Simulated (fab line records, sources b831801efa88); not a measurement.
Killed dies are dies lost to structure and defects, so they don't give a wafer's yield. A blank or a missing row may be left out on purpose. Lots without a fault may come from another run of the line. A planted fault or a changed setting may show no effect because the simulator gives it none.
One fault seen from 2 desks | flow sky130 | each desk has only its own numbers; what lay behind them comes last

THE TOOL OWNER'S DESK: lpcvd-03
The tool's own readings at SKY_SONOS_ONO_CVD_04 (deposits SiO2 from SiH4/N2O, target thk 5.7199 nm): means of the sampled wafers that have a number, for each lot that ran on this tool. A lot is out of limits, marked OUT, if its mean lies more than 4 standard deviations from the usual mean; the brackets give that distance.
Columns: A = spike_tc_lower_C at SKY_SONOS_ONO_CVD_04, usual 902.3 C; B = zone_power_bottom_pct at SKY_SONOS_ONO_CVD_04, usual 30 %
lot  | first seen here | A     | B
L987 | day 11 18:29    | 902.9 | 32
L989 | day 12 16:57    | 902.3 | 32
L990 | day 13 04:39    | 901.9 | 32
L992 | day 13 20:04    | 901.4 | 25
L994 | day 14 06:36    | 902.6 | 32
L995 | day 14 15:36    | 902.7 | 32
L997 | day 15 19:25    | 903.0 | 32
L998 | day 16 05:44    | 902.1 | 32
L100 | day 17 14:13    | 903.9 | 32
L106 | day 18 08:58    | 902.0 | 25
L107 | day 18 17:50    | 901.5 | 25
L108 | day 19 05:53    | 903.2 | 32
This desk's finding: nothing out of limits on any of the 12 lots.

THE METROLOGY DESK
What the gauges read, lot by lot, whatever tool the lot ran on: means of the sampled wafers that have a number. A lot is out of limits, marked OUT, if its mean lies more than 4 standard deviations from the usual mean; the brackets give that distance.
Columns: A = FIELD_ISO_OXIDATION_01_THK at SKY_FIELD_ISO_THK_MEAS_23, usual 9.98 nm; B = SONOS_ONO_CVD_04_THK at SKY_SONOS_ONO_THK_MEAS_05, usual 5.73 nm; C = cd_nm at SKY_SD_N_CD_MEAS_07, usual 380.2 nm
lot  | first seen here | A     | B              | C
L987 | day 2 11:21     | 9.56  | 5.59           | 377.3
L989 | day 2 22:08     | 9.83  | 5.75           | 382.3
L990 | day 3 04:52     | 9.76  | 5.81           | 379.7
L992 | day 3 14:25     | 9.96  | 5.74           | 379.3
L994 | day 4 01:13     | 9.98  | 5.76           | 377.3
L995 | day 4 05:49     | 10.12 | 5.71           | 379.0
L997 | day 4 18:25     | 10.22 | 5.95           | 383.4
L998 | day 5 03:04     | 10.27 | 5.71           | 383.4
L100 | day 5 09:54     | 10.24 | 5.62           | 382.6
L106 | day 6 14:59     | 10.13 | 7.54 (+16) OUT | 379.8
L107 | day 6 21:06     | 10.21 | 7.64 (+17) OUT | 381.7
L108 | day 7 01:59     | 9.80  | 7.44 (+16) OUT | 381.3
This desk's finding: out of limits on L106, L107, L108; first on L106, day 18 10:14 (SONOS_ONO_CVD_04_THK at SKY_SONOS_ONO_THK_MEAS_05). In limits: L987, L989, L990, L992, L994, L995, L997, L998, L100.

PUT TOGETHER
The metrology desk could have raised an alarm at day 18 10:14, on L106, L107, L108.
The tool owner's desk saw nothing out of limits.
The tool owner's desk has L106, L107, L108 on record, within its limits.
Of the lots named, all ran SKY_SONOS_ONO_CVD_04 on lpcvd-03.

WHAT THE SIMULATOR HAD PUT IN
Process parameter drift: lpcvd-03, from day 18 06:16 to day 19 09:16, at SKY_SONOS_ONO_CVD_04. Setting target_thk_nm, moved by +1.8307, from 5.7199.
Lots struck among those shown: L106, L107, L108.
Hours from the fault's start to each desk's first reading out of limits: the metrology desk, 4.
